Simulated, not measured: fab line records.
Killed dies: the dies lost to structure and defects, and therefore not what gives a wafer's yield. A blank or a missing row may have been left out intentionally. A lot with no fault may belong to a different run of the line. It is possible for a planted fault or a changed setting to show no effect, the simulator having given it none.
Chamber matching -- flow sky130 -- SKY_CONTACT_CVD_00 on pecvd-03: 3 sister chambers
The step deposits Si3N4, target thk 75 nm. 14 wafers are shown with their chamber, then 7 later ones without.

## WAFERS PAIRED WITH THEIR CHAMBERS
wafer,chamber,heater_power_w (W),susceptor_temp_C (C)
L839.3,2,709,399.80
L839.4,1,830,400.37
L839.6,2,714,399.71
L843.2,1,844,399.92
L843.4,0,553,399.93
L843.6,1,828,399.70
L849.2,2,685,399.98
L849.3,0,646,399.50
L849.4,2,699,400.06
L851.2,2,687,400.04
L851.3,0,602,400.06
L851.6,0,597,400.15
L855.1,0,673,399.88
L855.3,1,818,399.89

SIGNATURES (averages over the wafers above)
reading,chamber 0,chamber 1,chamber 2,scatter within a chamber
heater_power_w,614.20,830.00,698.80,29.6
susceptor_temp_C,399.9040,399.9700,399.9180,0.231
Rule: for each reading, subtract the chamber's mean from the wafer's reading, divide by that reading's scatter and square the result; add these up over the readings and take the root, which gives the wafer's distance from the chamber. The wafer belongs to the nearest chamber; if the next one is less than 2 further off, it can't be placed. The scatter: the root of (the sum of the squares of (reading less its chamber's mean) over the shown wafers, divided by (wafers less chambers)).

## WAFERS MISSING THEIR CHAMBER
wafer,heater_power_w (W),susceptor_temp_C (C)
L855.4,679,399.81
L858.1,893,400.12
L858.2,638,400.02
L858.4,645,399.89
L859.2,620,400.23
L859.4,887,399.93
L859.5,658,399.70

## THE CHAMBER EACH PASSED THROUGH
wafer,from the rows above,in truth
L855.4,can't be placed: 2 or 0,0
L858.1,1,1
L858.2,can't be placed: 0 or 2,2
L858.4,can't be placed: 0 or 2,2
L859.2,can't be placed: 0 or 2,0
L859.4,1,1
L859.5,can't be placed: 2 or 0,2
Correct placement for 2 of the 7. Unplaceable from these rows: 5, with the true chamber sitting among the candidates in 5. Number placed wrongly: 0.
